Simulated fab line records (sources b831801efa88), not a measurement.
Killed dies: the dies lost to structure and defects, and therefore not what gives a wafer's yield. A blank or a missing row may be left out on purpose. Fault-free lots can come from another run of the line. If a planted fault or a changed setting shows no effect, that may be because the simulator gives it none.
Commonality check across tools || flow gf180mcu || Sample size 14 lots and 42 wafers

== WHAT PROMPTED THE OPENING ==
Of 14 lots, 2 have the reading HV_LDD_4_TW flagged at GF_HV_LDD_TW_MEAS_50. Fault-free wafers read 575, with a standard deviation of 3.1.
Rule: a lot gets a flag if all its wafers with a number sit over 4 standard deviations from that mean, or if no wafer of it has a number. The other lots count as sound.

{"lot": "L458", "measured": "day 12 12:14", "on": "filmMetro-03", "HV_LDD_4_TW, wafer by wafer": "579 580 579", "flag": ""}
{"lot": "L459", "measured": "day 13 00:45", "on": "filmMetro-04", "HV_LDD_4_TW, wafer by wafer": "577 576 578", "flag": ""}
{"lot": "L460", "measured": "day 13 08:45", "on": "filmMetro-03", "HV_LDD_4_TW, wafer by wafer": "573 580 577", "flag": ""}
{"lot": "L461", "measured": "day 13 14:23", "on": "filmMetro-03", "HV_LDD_4_TW, wafer by wafer": "577 580 578", "flag": ""}
{"lot": "L463", "measured": "day 14 08:01", "on": "filmMetro-02", "HV_LDD_4_TW, wafer by wafer": "573 569 572", "flag": ""}
{"lot": "L464", "measured": "day 14 17:14", "on": "filmMetro-02", "HV_LDD_4_TW, wafer by wafer": "567 571 570", "flag": ""}
{"lot": "L465", "measured": "day 15 02:54", "on": "filmMetro-02", "HV_LDD_4_TW, wafer by wafer": "576 573 573", "flag": ""}
{"lot": "L467", "measured": "day 16 05:22", "on": "filmMetro-04", "HV_LDD_4_TW, wafer by wafer": "571 573 578", "flag": ""}
{"lot": "L469", "measured": "day 16 11:55", "on": "filmMetro-04", "HV_LDD_4_TW, wafer by wafer": "570 571 573", "flag": ""}
{"lot": "L470", "measured": "day 16 18:00", "on": "filmMetro-02", "HV_LDD_4_TW, wafer by wafer": "539 542 537", "flag": "FLAGGED"}
{"lot": "L471", "measured": "day 17 05:52", "on": "filmMetro-02", "HV_LDD_4_TW, wafer by wafer": "537 540 534", "flag": "FLAGGED"}
{"lot": "L476", "measured": "day 18 23:34", "on": "filmMetro-03", "HV_LDD_4_TW, wafer by wafer": "578 576 578", "flag": ""}
{"lot": "L479", "measured": "day 19 22:43", "on": "filmMetro-04", "HV_LDD_4_TW, wafer by wafer": "572 574 569", "flag": ""}
{"lot": "L480", "measured": "day 20 02:00", "on": "filmMetro-03", "HV_LDD_4_TW, wafer by wafer": "577 572 575", "flag": ""}
Average over the flagged lots: 538; offset from the usual -37, equal to -12 standard deviations.

== WHICH TOOL EACH LOT WENT THROUGH ==
The record keeps 1 process step preceding the reading, out of 602 steps on the route. Cell contents, in order: the tool; ch with the chambers the sampled wafers went through; the start.
{"lot": "L458", "flag": "", "GF_HV_LDD_IMPLANT_48": "implanter-01 ch 0, day 12 12:02"}
{"lot": "L459", "flag": "", "GF_HV_LDD_IMPLANT_48": "implanter-04 ch 0, day 13 00:30"}
{"lot": "L460", "flag": "", "GF_HV_LDD_IMPLANT_48": "implanter-01 ch 0, day 13 08:30"}
{"lot": "L461", "flag": "", "GF_HV_LDD_IMPLANT_48": "implanter-04 ch 0, day 13 14:09"}
{"lot": "L463", "flag": "", "GF_HV_LDD_IMPLANT_48": "implanter-04 ch 0, day 14 07:47"}
{"lot": "L464", "flag": "", "GF_HV_LDD_IMPLANT_48": "implanter-01 ch 0, day 14 17:01"}
{"lot": "L465", "flag": "", "GF_HV_LDD_IMPLANT_48": "implanter-01 ch 0, day 15 02:39"}
{"lot": "L467", "flag": "", "GF_HV_LDD_IMPLANT_48": "implanter-04 ch 0, day 16 05:08"}
{"lot": "L469", "flag": "", "GF_HV_LDD_IMPLANT_48": "implanter-02 ch 0, day 16 11:41"}
{"lot": "L470", "flag": "FLAGGED", "GF_HV_LDD_IMPLANT_48": "implanter-04 ch 0, day 16 17:45"}
{"lot": "L471", "flag": "FLAGGED", "GF_HV_LDD_IMPLANT_48": "implanter-04 ch 0, day 17 05:38"}
{"lot": "L476", "flag": "", "GF_HV_LDD_IMPLANT_48": "implanter-02 ch 0, day 18 23:19"}
{"lot": "L479", "flag": "", "GF_HV_LDD_IMPLANT_48": "implanter-01 ch 0, day 19 22:29"}
{"lot": "L480", "flag": "", "GF_HV_LDD_IMPLANT_48": "implanter-01 ch 0, day 20 01:45"}
These steps, and what they do:
- GF_HV_LDD_IMPLANT_48
- GF_HV_LDD_TW_MEAS_50

== FLAGGED AGAINST TOTAL, ONE TOOL AT A TIME (gauges that did the reading follow at the end) ==
{"step": "GF_HV_LDD_IMPLANT_48", "tool": "implanter-01", "lots run": 6, "flagged": 0, "share of the flagged lots": "none", "sound lots run after its first flagged lot": "-"}
{"step": "GF_HV_LDD_IMPLANT_48", "tool": "implanter-02", "lots run": 2, "flagged": 0, "share of the flagged lots": "none", "sound lots run after its first flagged lot": "-"}
{"step": "GF_HV_LDD_IMPLANT_48", "tool": "implanter-04", "lots run": 6, "flagged": 2, "share of the flagged lots": "all", "sound lots run after its first flagged lot": 0}
{"step": "GF_HV_LDD_TW_MEAS_50", "tool": "filmMetro-02", "lots run": 5, "flagged": 2, "share of the flagged lots": "all", "sound lots run after its first flagged lot": 0}
{"step": "GF_HV_LDD_TW_MEAS_50", "tool": "filmMetro-03", "lots run": 5, "flagged": 0, "share of the flagged lots": "none", "sound lots run after its first flagged lot": "-"}
{"step": "GF_HV_LDD_TW_MEAS_50", "tool": "filmMetro-04", "lots run": 4, "flagged": 0, "share of the flagged lots": "none", "sound lots run after its first flagged lot": "-"}

== THE TABLE: WHAT IT ALLOWS ==
2 rows of the table ran every flagged lot: implanter-04 at GF_HV_LDD_IMPLANT_48, filmMetro-02 at GF_HV_LDD_TW_MEAS_50.
- implanter-04 at GF_HV_LDD_IMPLANT_48: 2 of its 6 lots flagged. Its last sound lot is L467 (day 16 05:08), its first flagged lot L470 (day 16 17:45): a fault that began between those two fits. Its own readings lie more than 4 standard deviations out on every wafer of the flagged lots: beamOnS, faradayCurrentUA.
- filmMetro-02 at GF_HV_LDD_TW_MEAS_50: 2 of its 5 lots flagged. Its last sound lot is L465 (day 15 02:54), its first flagged lot L470 (day 16 18:00): a fault that began between those two fits.
These 2 tools cannot be told apart by counting lots, since each of them fits a fault that started at some hour. More lots, or a look at what each step does to the wafer, might.

== WHAT THE SIMULATOR HAD INSERTED ==
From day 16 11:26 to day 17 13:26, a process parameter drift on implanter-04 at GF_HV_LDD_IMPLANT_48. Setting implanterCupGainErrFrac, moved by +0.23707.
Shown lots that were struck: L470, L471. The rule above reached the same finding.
